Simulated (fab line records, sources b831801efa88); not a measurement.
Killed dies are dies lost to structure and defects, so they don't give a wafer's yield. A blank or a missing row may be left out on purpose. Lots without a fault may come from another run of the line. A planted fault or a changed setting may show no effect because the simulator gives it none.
One fault seen from 2 desks | flow sky130 | each desk has only its own numbers; what lay behind them comes last

THE METROLOGY DESK
What the gauges read, lot by lot, whatever tool the lot ran on: means of the sampled wafers that have a number. A lot is out of limits, marked OUT, if its mean lies more than 4 standard deviations from the usual mean; the brackets give that distance.
Columns: A = SONOS_ONO_OXIDATION_THK at SKY_SONOS_ONO_THK_MEAS_01, usual 2.57 nm
lot  | first seen here | A
L675 | day 12 07:09    | 2.56
L674 | day 12 10:01    | 2.62
L676 | day 12 12:32    | 2.57
L678 | day 12 23:47    | 2.55
L680 | day 13 12:28    | 2.53
L684 | day 15 01:07    | 2.64
L686 | day 15 12:14    | 2.61
L694 | day 18 11:44    | 2.83 (+4.6) OUT
L696 | day 19 05:34    | 2.81 (+4.3) OUT
L695 | day 19 05:35    | 2.89 (+5.7) OUT
This desk's finding: out of limits on L694, L695, L696; first on L694, day 18 11:44 (SONOS_ONO_OXIDATION_THK at SKY_SONOS_ONO_THK_MEAS_01). In limits: L675, L674, L676, L678, L680, L684, L686.

THE TOOL OWNER'S DESK: furnace-02
The tool's own readings at SKY_SONOS_ONO_OXIDATION_00 (stabilise 600 s, purge 300 s, target thk 2.6 nm): means of the sampled wafers that have a number, for each lot that ran on this tool. A lot is out of limits, marked OUT, if its mean lies more than 4 standard deviations from the usual mean; the brackets give that distance.
Columns: A = spike_tc_centre_C at SKY_SONOS_ONO_OXIDATION_00, usual 801.5 C; B = spike_tc_lower_C at SKY_SONOS_ONO_OXIDATION_00, usual 800.9 C; C = spike_tc_upper_C at SKY_SONOS_ONO_OXIDATION_00, usual 800.2 C; D = tube_center_temp_C at SKY_SONOS_ONO_OXIDATION_00, usual 800 C; E = tube_center_temp_C_max at SKY_SONOS_ONO_OXIDATION_00, usual 802.0; F = zone_power_top_pct at SKY_SONOS_ONO_OXIDATION_00, usual 27.8 %
lot  | first seen here | A                | B                | C                | D             | E               | F
L675 | day 12 05:47    | 801.6            | 801.4            | 800.0            | 800           | 802.1           | 27.5
L674 | day 12 08:39    | 802.3            | 799.8            | 800.7            | 800           | 801.8           | 27.4
L676 | day 12 11:10    | 803.1            | 800.6            | 799.8            | 800           | 801.8           | 27.2
L680 | day 13 11:07    | 803.0            | 800.0            | 800.0            | 800           | 801.9           | 27.6
L684 | day 14 23:46    | 802.7            | 801.4            | 800.2            | 800           | 802.0           | 27.5
L686 | day 15 10:53    | 802.3            | 801.3            | 799.7            | 800           | 801.9           | 27.2
L694 | day 18 10:22    | 810.5 (+5.0) OUT | 808.6 (+7.0) OUT | 807.4 (+6.5) OUT | 808 (+98) OUT | 809.8 (+24) OUT | 27.9
L695 | day 19 04:13    | 810.0 (+4.7) OUT | 807.9 (+6.4) OUT | 807.6 (+6.7) OUT | 808 (+97) OUT | 809.6 (+23) OUT | 28.1
L696 | day 19 04:13    | 810.5 (+5.0) OUT | 809.0 (+7.4) OUT | 806.6 (+5.8) OUT | 808 (+97) OUT | 809.9 (+24) OUT | 28.0
This desk's finding: out of limits on L694, L695, L696; first on L694, day 18 10:22 (spike_tc_centre_C at SKY_SONOS_ONO_OXIDATION_00). In limits: L675, L674, L676, L680, L684, L686.

PUT TOGETHER
The tool owner's desk could have raised an alarm at day 18 10:22, on L694, L695, L696.
The metrology desk could have raised an alarm at day 18 11:44, on L694, L695, L696.
Of the lots named, all ran SKY_SONOS_ONO_OXIDATION_00 on furnace-02.

WHAT THE SIMULATOR HAD PUT IN
Process parameter drift: furnace-02, from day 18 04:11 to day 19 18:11, at SKY_SONOS_ONO_OXIDATION_00. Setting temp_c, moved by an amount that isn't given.
Lots struck among those shown: L694, L695, L696.
Hours from the fault's start to each desk's first reading out of limits: the tool owner's desk, 6; the metrology desk, 8.
